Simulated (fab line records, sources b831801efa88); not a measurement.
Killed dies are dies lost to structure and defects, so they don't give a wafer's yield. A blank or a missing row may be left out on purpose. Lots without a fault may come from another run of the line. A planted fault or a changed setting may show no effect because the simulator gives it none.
fab line records | flow sky130
record lots=5 wafers=15 last_day=49
route steps=708 shown VIA2@527 METAL3@532 CAPM@537 PAD_OPEN@708
lots that met no fault: from a run of the same line without faults
start_h: hours from the record's first day to the start of the lot's first wafer shown | wait_h: hours since the lot's step before | " the same as in the row above | L1.1+2: a row that stands for several wafers | - no value, or no start given | * or withheld: withheld | < > ~ a bound
route shown NAME@n: a module of which the file shows steps, and the number in the route of the first | usual: mean/standard deviation of fault-free wafers | same: alike in all rows | chamber/n: place in a boat | sites: the reading at each site | _std_site: their standard deviation | _edge_site: outer sites' mean less inner sites' | radius_mm: how far each site lies from the wafer's centre | mask NAME#n: copy n | behind: the tool/chamber that last shaped the wafer | hold: why the lot was held/for how many hours/how that ended | device: the transistor (n, p or np) that didn't switch | end of line: the same wafers' tests at the end of the route | a step without rows: its recipe alone | killed: dies lost to structure and defects at the first sort, not the wafer's yield | map: a wafer's dies, x killed, . not, _ none there
set.NAME: the setting as run; set.NAME@STEP: as run at that earlier step | model.NAME: the simulator's own value behind a step, which no gauge read
lots at some steps of the route; a table a step, a row a wafer
services: from which hour (start_h, from the record's first day; less than 0 if before it) a tool's chamber was out of use, for how many hours, and why
## steps
# step SKY_VIA2_SPUTTER_20
# recipe material=TiN target_thk_nm=20 chamber_pressure_pa=5 power_w=4000 time_s=80
# step SKY_VIA2_CVD_21
# recipe material=W target_thk_nm=420 time_s=126.4 temp_c=400 pressure_torr=40
# step SKY_VIA2_CMP_24
# recipe stop_on=SiO2 t_overpolish_s=20 down_force_psi=3.5 platen_rpm=60 target_thk_nm=0 pad_velocity_m_s=0.94248
# step SKY_METAL3_SPUTTER_00
# recipe material=Ti target_thk_nm=15 power_w=3000 time_s=10 chamber_pressure_pa=0.4
# step SKY_METAL3_SPUTTER_01
# recipe material=TiN target_thk_nm=20 power_w=6500 time_s=16.7 chamber_pressure_pa=0.4
# step SKY_METAL3_SPUTTER_02
# recipe material=AlCu target_thk_nm=735 power_w=10600 time_s=39.1 chamber_pressure_pa=0.4
# step SKY_METAL3_SPUTTER_03
# recipe material=Ti target_thk_nm=5 power_w=3000 time_s=3.3 chamber_pressure_pa=0.4
# step SKY_METAL3_SPUTTER_04
# recipe material=TiN target_thk_nm=70 power_w=6500 time_s=58.3 chamber_pressure_pa=0.4
# step SKY_CAPM_CVD_00
# recipe material=SiO2 target_thk_nm=15.5 temp_c=400 time_s=withheld rf_w=450
# step SKY_CAPM_SPUTTER_02
# recipe material=TiN target_thk_nm=200 temp_c=300 power_w=6500 time_s=166.7 chamber_pressure_pa=0.4
# usual cathode_dc_power_W=6500.1/1.3 throttle_valve_pct=30.4/0.5
# same time_s=166.7
# columns lot.wafer tool chamber start_h wait_h cathode_dc_power_W throttle_valve_pct model.TiN_of_CAPM_SPUTTER_02.thk_nm
L962.1 pvd_sputter-04 - 849.27 0.1 6498.8 30.8 200.2
L962.3 " - " " 6498.9 30.5 202.4
L962.4 " - " " 6504.0 30.5 202.7
L970.2 pvd_sputter-04 - 908.75 0.0 6202.2 30.5 189.5
L970.3 " - " " 6204.6 30.8 187
L970.4 " - " " 6205.9 29.7 187.8
L972.1 pvd_sputter-04 - 924.52 0.1 6204.0 30.8 192.2
L972.2 " - " " 6203.8 29.6 189.8
L972.3 " - " " 6204.8 30.7 189.8
L973.2 pvd_sputter-04 - 931.94 0.0 6201.8 29.4 190.3
L973.5 " - " " 6203.6 30.4 188.3
L973.6 " - " " 6205.2 30.7 190.9
L979.1 pvd_sputter-03 - 977.32 0.1 6500.3 30.3 198.3
L979.4 " - " " 6501.0 30.4 196.8
L979.6 " - " " 6498.1 30.5 197.9
# step SKY_CAPM_RS_MEAS_03
# recipe thk_meas_gauge=four-point-probe reads=TiN_of_CAPM_SPUTTER_02
# usual CAPM_TIN_RS=6.91/0.071
# columns lot.wafer tool chamber start_h wait_h CAPM_TIN_RS[ohm/sq]
L962.1 film_metro-03 - 849.37 0.1 6.90
L962.3 " - " " 6.82
L962.4 " - " " 6.82
L970.2 film_metro-02 - 908.88 0.1 7.28
L970.3 " - " " 7.40
L970.4 " - " " 7.36
L972.1 film_metro-02 - 924.63 0.1 7.19
L972.2 " - " " 7.28
L972.3 " - " " 7.29
L973.2 film_metro-03 - 932.06 0.1 7.26
L973.5 " - " " 7.35
L973.6 " - " " 7.23
L979.1 film_metro-03 - 977.43 0.1 6.96
L979.4 " - " " 7.01
L979.6 " - " " 6.98
# step SKY_CAPM_THK_MEAS_04
# recipe thk_meas_gauge=xrf reads=TiN_of_CAPM_SPUTTER_02
# usual CAPM_TIN_THK=200.0/2.3
# columns lot.wafer tool chamber start_h wait_h CAPM_TIN_THK[nm]
L962.1 film_metro-03 - 849.49 0.1 199.9
L962.3 " - " " 202.8
L962.4 " - " " 202.4
L970.2 film_metro-02 - 908.99 0.1 188.2
L970.3 " - " " 185.6
L970.4 " - " " 186.4
L972.1 film_metro-02 - 924.75 0.1 191.5
L972.2 " - " " 189.8
L972.3 " - " " 190.1
L973.2 film_metro-03 - 932.17 0.1 190.3
L973.5 " - " " 187.8
L973.6 " - " " 190.4
L979.1 film_metro-03 - 977.55 0.1 198.3
L979.4 " - " " 196.6
L979.6 " - " " 197.6
# step SKY_CAPM_DEHYDRATE_05
# recipe temp_c=200 time_s=60
# step SKY_CAPM_HMDS_06
# recipe prime_time_s=60 prime_temp_c=120
# step SKY_CAPM_COAT_07
# recipe resist=NOVOLAK spin_rpm=3000 resist_thk_nm=1140
# step SKY_CAPM_SOFTBAKE_08
# recipe temp_c=90 time_s=60 resist=NOVOLAK
# step SKY_CAPM_EXPOSE_09
# recipe mask_id=CAPM na=0.6 source_shape=conventional sigma_outer=0.6 polarization=unpolarized target_cd_nm=1000 dose_mj=159
# step SKY_CAPM_PEB_10
# recipe temp_c=withheld time_s=* resist=NOVOLAK
# step SKY_CAPM_DEVELOP_11
# recipe resist=NOVOLAK developer=TMAH develop_time_s=60 dev_temp_c=23
# step SKY_CAPM_METAL_ETCH_13
# recipe target_depth_nm=220 stop_on=SiO2 chemistry=Cl2/BCl3 target=TiN pressure_mtorr=10 icp_w=900 bias_w=48.5 Cl2_flow_sccm=60 bcl3_flow_sccm=30 time_s=62.9
# usual drypump_motor_current_A=5.6/0.43 oes_product_au=0.941/0.007 rf_fwd_power_W=893/3.6 throttle_valve_pct=21.902/0.0089
# same time_s=62.9
# columns lot.wafer tool chamber start_h wait_h drypump_motor_current_A oes_product_au rf_fwd_power_W rf_hours_counter_h throttle_valve_pct model.etch.depth_nm model.CAPM.feature_depth_nm
L962.1 rie_metal-04 0 875.44 0.0 6.4 0.931 895 17 21.892 200.2 200.2
L962.3 " 0 " " 6.4 0.949 895 - 21.896 202.4 202.4
L962.4 " 1 " " 5.3 0.948 894 - 21.898 202.7 202.7
L970.2 rie_metal-03 0 932.24 0.0 5.5 0.911 888 3 21.922 189.5 189.5
L970.3 " 1 " " 5.3 0.899 896 - 21.916 187 187
L970.4 " 0 " " 5.5 0.905 885 - 21.915 187.8 187.8
L972.1 rie_metal-02 1 949.41 0.0 5.7 0.923 896 15 21.907 192.2 192.2
L972.2 " 0 " " 5.8 0.919 896 18 21.916 189.8 189.8
L972.3 " 0 " " 5.8 0.911 892 - 21.931 189.8 189.8
L973.2 rie_metal-03 1 956.94 0.0 5.3 0.916 901 16 21.915 190.3 190.3
L973.5 " 1 " " 5.3 0.906 894 - 21.914 188.3 188.3
L973.6 " 0 " " 5.5 0.909 889 - 21.915 190.9 190.9
L979.1 rie_metal-04 0 1001.59 0.0 6.5 0.934 892 2 21.916 198.3 198.3
L979.4 " 1 " " 5.3 0.928 893 - 21.908 196.8 196.8
L979.6 " 1 " " 5.3 0.938 891 - 21.897 197.9 197.9
# step SKY_CAPM_STRIP_14
# recipe chemistry=O2/N2 power_w=1400 pressure_mtorr=1500 platen_temp_c=withheld o2_flow_sccm=3000 n2_flow_sccm=300 overash_fraction=0.5
# step SKY_CAPM_STRIP_15
# recipe chemistry=post_etch_residue_remover time_s=1200 temp_c=72.5
# step SKY_CAPM_CLEAN_16
# recipe chemistry=IPA time_s=180 temp_c=25
# step SKY_CAPM_CLEAN_17
# recipe chemistry=O3/DIW dry=n2_spin
# step SKY_METAL3_DEHYDRATE_05
# recipe temp_c=200 time_s=60
# step SKY_METAL3_HMDS_06
# recipe prime_time_s=60 prime_temp_c=120
# step SKY_METAL3_COAT_07
# recipe resist=BARC temp_c=withheld time_s=withheld spin_rpm=3000 resist_thk_nm=60
# step SKY_METAL3_COAT_08
# recipe resist=KrF-thick spin_rpm=3000 resist_thk_nm=1140
# step SKY_METAL3_SOFTBAKE_09
# recipe temp_c=100 time_s=90 resist=KrF-thick
# step SKY_METAL3_EXPOSE_10
# recipe mask_id=MM3 na=0.68 source_shape=annular sigma_inner=0.4 sigma_outer=0.8 target_cd_nm=300 dose_mj=28
# step SKY_METAL3_PEB_11
# recipe peb_temp_c=withheld peb_time_s=withheld resist=KrF-thick
# step SKY_METAL3_DEVELOP_12
# recipe develop_time_s=60 resist=KrF-thick dev_temp_c=21
# step SKY_METAL3_DESCUM_15
# recipe chemistry=O2 source_power_w=150 bias_power_w=0 pressure_mtorr=10 temp_c=40 time_s=8
# step SKY_METAL3_ETCH_16
# recipe chemistry=N2/H2 target=BARC ion_energy_ev=200 bias_w=100 pressure_mtorr=30 n2_flow_sccm=100 h2_flow_sccm=200 icp_w=500 stop_on=SiO2 time_s=88.2 target_depth_a=600
# step SKY_METAL3_ETCH_17
# recipe target=SiO2 stop_on=TiN chemistry=C4F8/O2/Ar source_w=1500 bias_w=1200 pressure_mtorr=40 c4f8_flow_sccm=withheld O2_flow_sccm=6 Ar_flow_sccm=300 time_s=3.9 target_depth_a=150
# step SKY_METAL3_METAL_ETCH_18
# recipe target_depth_a=8450 stop_on=SiO2 over_etch_frac=0.3 time_s=183.1 chemistry=Cl2/BCl3 resist_sidewall_deg=88 pressure_mtorr=10 icp_w=900 bias_w=48.5 Cl2_flow_sccm=60 bcl3_flow_sccm=30
# step SKY_METAL3_STRIP_20
# recipe chemistry=post_etch_residue_remover time_s=1200 temp_c=72.5
# same time_s=1200
# columns lot.wafer tool chamber start_h wait_h model.TiN_of_CAPM_SPUTTER_02.thk_nm
L962.1 wet_bench-01 2 902.73 0.1 199.4
L962.3 " 2 " " 201.5
L962.4 " 2 " " 201.8
L970.2 wet_bench-03 1 958.26 0.1 188.6
L970.3 " 1 " " 186.1
L970.4 " 1 " " 187
L972.1 wet_bench-01 1 975.31 0.1 191.4
L972.2 " 1 " " 189
L972.3 " 1 " " 188.9
L973.2 wet_bench-04 0 983.03 0.1 189.5
L973.5 " 0 " " 187.5
L973.6 " 0 " " 190
L979.1 wet_bench-01 1 1025.96 0.1 197.5
L979.4 " 1 " " 196
L979.6 " 1 " " 197
# step SKY_PAD_OPEN_PROBE_99
# usual defect_limited_yield=82.5/1.9 killed_at_M0_to_M3=43/7.6 killed_at_M4_up=2.9/1.7 killed_at_contacts=24/5.5 killed_at_front_end=15/4.2 killed_at_other=0.3/0.52 killed_dies=86/9.4 killed_open=47/7 killed_short=39/6.4 sort_bin_3_pad_short=0.9/0.4 sort_bin_5_function=10.3/1.6 sort_bin_6_memory=6.2/1.1 sort_n_pass=406/9.4 sort_yield_pct=82.5/1.9
# same gross_dies=492 killed_at_back_side=0 sort_bin_4_leakage[%]=0 sort_bin_8_speed[%]=0
# columns lot.wafer tool chamber start_h wait_h defect_limited_yield[%] killed_at_M0_to_M3 killed_at_M4_up killed_at_contacts killed_at_front_end killed_at_other killed_dies killed_open killed_short sort_bin_3_pad_short[%] sort_bin_5_function[%] sort_bin_6_memory[%] sort_n_pass sort_yield_pct[%] model.etest.cap_mim.plate_ohm_sq
L962.1 prober-01 - 1076.27 0.1 85.0 26 3 28 17 0 74 37 35 0.6 8.1 6.3 418 85.0 5.992
L962.3 prober-01 - 1076.37 0.2 80.3 51 2 31 13 0 97 51 46 0.4 11.2 8.1 395 80.3 5.913
L962.4 prober-01 - 1076.42 0.2 84.6 44 3 20 9 0 76 42 34 0.8 9.1 5.5 416 84.6 5.92
L970.2 prober-02 - 1122.53 0.1 82.5 49 4 18 14 1 86 44 40 0.6 10.6 6.3 406 82.5 6.347
L970.3 prober-02 - 1122.58 0.2 82.5 44 1 26 15 0 86 49 35 0.6 11.4 5.5 406 82.5 6.451
L970.4 prober-02 - 1122.63 0.2 81.7 38 2 34 16 0 90 54 36 0 11.0 7.3 402 81.7 6.41
L972.1 prober-02 - 1137.20 0.1 83.9 50 6 16 6 1 79 43 36 1.0 10.8 4.3 413 83.9 6.228
L972.2 prober-02 - 1137.25 0.1 82.1 45 4 24 15 0 88 38 48 1.0 8.9 7.9 404 82.1 6.25
L972.3 prober-02 - 1137.30 0.2 82.9 42 2 26 14 0 84 41 43 1.4 8.1 7.5 408 82.9 6.359
L973.2 prober-01 - 1143.65 0.1 83.3 39 2 27 14 0 82 51 30 1.0 10.2 5.5 410 83.3 6.343
L973.5 prober-01 - 1143.80 0.2 81.3 48 4 29 11 0 92 51 41 1.0 9.8 7.9 400 81.3 6.348
L973.6 prober-01 - 1143.85 0.2 80.5 41 3 32 20 0 96 56 39 0.6 13.0 5.9 396 80.5 6.309
L979.1 prober-01 - 1176.88 0.1 81.5 54 1 22 14 0 91 58 33 0.8 10.2 7.5 401 81.5 6.029
L979.4 prober-01 - 1177.03 0.2 85.0 37 3 19 15 0 74 42 32 0.6 7.5 6.9 418 85.0 6.133
L979.6 prober-01 - 1177.13 0.2 84.3 44 0 22 11 0 77 42 35 0.8 9.8 5.1 415 84.3 6.051
# killed by level:class
L962.1 LI_CONTACT:geometric_particle:open=9 CONTACT:geometric_particle:open=9 VIA3:geometric_particle:short=6 FIELD_ISO:geometric_particle:open=5 METAL1:geometric_particle:short=5 LOCAL_INTERCONNECT:geometric_particle:short=4 FIELD_ISO:geometric_particle:short=3 POLY_GATE:geometric_particle:short=3
L962.3 VIA1:geometric_particle:open=14 LOCAL_INTERCONNECT:geometric_particle:short=8 CONTACT:geometric_particle:open=8 METAL1:geometric_particle:short=8 LI_CONTACT:geometric_particle:open=7 VIA3:geometric_particle:open=6 VIA2:geometric_particle:open=5 CONTACT:geometric_particle:short=5
L962.4 VIA1:geometric_particle:open=9 CONTACT:geometric_particle:open=7 VIA1:geometric_particle:short=7 VIA3:geometric_particle:open=6 METAL2:geometric_particle:short=6 FIELD_ISO:geometric_particle:open=5 LI_CONTACT:geometric_particle:open=4 CONTACT:geometric_particle:short=4
L970.2 VIA3:geometric_particle:open=9 CONTACT:geometric_particle:open=8 METAL2:geometric_particle:short=7 VIA1:geometric_particle:open=7 VIA2:geometric_particle:open=6 FIELD_ISO:geometric_particle:short=4 CONTACT:geometric_particle:short=4 METAL1:geometric_particle:short=4
L970.3 VIA2:geometric_particle:open=12 CONTACT:geometric_particle:open=12 METAL2:geometric_particle:short=7 CONTACT:geometric_particle:short=6 VIA3:geometric_particle:open=5 FIELD_ISO:geometric_particle:short=4 VIA1:geometric_particle:open=4 LOCAL_INTERCONNECT:geometric_particle:short=4
L970.4 CONTACT:geometric_particle:open=16 VIA3:geometric_particle:open=9 VIA1:geometric_particle:open=8 LI_CONTACT:geometric_particle:open=7 CONTACT:geometric_particle:short=7 FIELD_ISO:geometric_particle:short=5 METAL2:geometric_particle:short=5 FIELD_ISO:geometric_particle:open=4
L972.1 VIA1:geometric_particle:open=11 VIA3:geometric_particle:open=8 CONTACT:geometric_particle:open=7 METAL2:geometric_particle:short=7 VIA2:geometric_particle:open=6 METAL4:geometric_particle:short=5 LI_CONTACT:geometric_particle:open=4 METAL1:geometric_particle:short=4
L972.2 VIA1:geometric_particle:open=13 CONTACT:geometric_particle:open=10 POLY_GATE:geometric_particle:short=7 METAL1:geometric_particle:short=6 METAL2:geometric_particle:short=6 FIELD_ISO:geometric_particle:short=5 CONTACT:geometric_particle:short=5 LOCAL_INTERCONNECT:geometric_particle:short=4
L972.3 CONTACT:geometric_particle:open=10 METAL1:geometric_particle:short=8 LI_CONTACT:geometric_particle:open=7 VIA1:geometric_particle:short=7 CONTACT:geometric_particle:short=6 VIA3:geometric_particle:open=5 FIELD_ISO:geometric_particle:open=4 VIA1:geometric_particle:open=4
L973.2 CONTACT:geometric_particle:open=12 VIA1:geometric_particle:open=10 CONTACT:geometric_particle:short=7 VIA2:geometric_particle:open=7 LI_CONTACT:geometric_particle:open=5 METAL1:geometric_particle:short=5 VIA3:geometric_particle:open=5 FIELD_ISO:geometric_particle:open=4
L973.5 CONTACT:geometric_particle:open=16 METAL2:geometric_particle:short=9 VIA1:geometric_particle:open=8 VIA3:geometric_particle:open=8 METAL1:geometric_particle:short=7 FIELD_ISO:geometric_particle:open=5 VIA2:geometric_particle:open=5 LI_CONTACT:geometric_particle:open=4
L973.6 CONTACT:geometric_particle:open=16 VIA1:geometric_particle:open=11 VIA3:geometric_particle:open=9 CONTACT:geometric_particle:short=7 FIELD_ISO:geometric_particle:short=6 VIA2:geometric_particle:open=5 FIELD_ISO:geometric_particle:open=4 LI_CONTACT:geometric_particle:short=4
L979.1 VIA1:geometric_particle:open=19 CONTACT:geometric_particle:open=8 VIA2:geometric_particle:open=7 LI_CONTACT:geometric_particle:open=5 VIA1:geometric_particle:short=5 VIA3:geometric_particle:open=5 FIELD_ISO:geometric_particle:open=4 METAL1:geometric_particle:short=4
L979.4 CONTACT:geometric_particle:open=12 VIA3:geometric_particle:open=9 VIA1:geometric_particle:open=6 FIELD_ISO:geometric_particle:short=5 POLY_GATE:geometric_particle:open=5 VIA1:geometric_particle:short=5 POLY_GATE:geometric_particle:short=3 LI_CONTACT:geometric_particle:open=3
L979.6 VIA1:geometric_particle:open=9 CONTACT:geometric_particle:open=8 VIA1:geometric_particle:short=6 LI_CONTACT:geometric_particle:open=6 VIA2:geometric_particle:open=6 METAL2:geometric_particle:short=5 CONTACT:geometric_particle:short=4 METAL1:geometric_particle:short=4
## services
# columns tool chamber start_h hours kind
pvd_sputter-04 - 827.80 9.9 repair
pvd_sputter-03 - 833.20 2.4 repair
rie_metal-04 - 833.85 0.3 repair
pvd_sputter-04 - 866.49 0.6 repair
rie_metal-03 - 888.85 2.8 pm
rie_metal-02 1 909.40 12.3 repair
wet_bench-04 - 930.43 1.9 repair
rie_metal-04 0 934.91 - clean
rie_metal-04 0 934.91 14.8 scheduled_down
rie_metal-04 0 934.91 14.8 vent_cycle
rie_metal-02 - 935.83 11.6 repair
pvd_sputter-03 1 947.70 - consumable_replace:kit
pvd_sputter-03 1 947.70 18.0 scheduled_down
pvd_sputter-03 1 947.70 18.0 vent_cycle
pvd_sputter-04 0 958.13 - consumable_replace:kit
pvd_sputter-04 0 958.13 18.0 scheduled_down
pvd_sputter-04 0 958.13 18.0 vent_cycle
rie_metal-02 - 958.62 2.8 pm
rie_metal-03 0 1005.55 13.9 repair
rie_metal-02 0 1008.71 - clean
rie_metal-02 0 1008.71 17.8 scheduled_down
rie_metal-02 0 1008.71 17.8 vent_cycle
rie_metal-03 - 1010.30 1.4 pm
## key
first_sign step=SKY_CAPM_SPUTTER_02 reading=cathode_dc_power_W direction=down sigmas=99+ usual=6500.1 struck=6204.0
effect step=SKY_CAPM_RS_MEAS_03 reading=CAPM_TIN_RS direction=up sigmas=5.4 usual=6.91 struck=7.29
effect step=SKY_CAPM_THK_MEAS_04 reading=CAPM_TIN_THK direction=down sigmas=4.9 usual=200.0 struck=188.9
effect step=SKY_CAPM_METAL_ETCH_13 reading=oes_product_au direction=down sigmas=4.3 usual=0.941 struck=0.911
model_effect step=SKY_CAPM_SPUTTER_02 value=TiN_of_CAPM_SPUTTER_02.thk_nm without=198.6 struck=189.5
model_effect step=SKY_CAPM_METAL_ETCH_13 value=etch.depth_nm without=198.6 struck=189.5
model_effect step=SKY_METAL3_STRIP_20 value=TiN_of_CAPM_SPUTTER_02.thk_nm without=197.8 struck=188.7
model_effect step=SKY_PAD_OPEN_PROBE_99 value=etest.cap_mim.plate_ohm_sq without=6.047 struck=6.338
met_at SKY_CAPM_SPUTTER_02
struck_wafers L970.2,L970.3,L970.4,L972.1,L972.2,L972.3,L973.2,L973.5,L973.6
onset_between 849.27 908.75
fault kind=process_parameter_drift tool=pvd_sputter-04 chamber=- onset_h=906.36 steps=SKY_CAPM_SPUTTER_02 channel=power_w offset=* shape=step end_h=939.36 acts_in=* stated=*
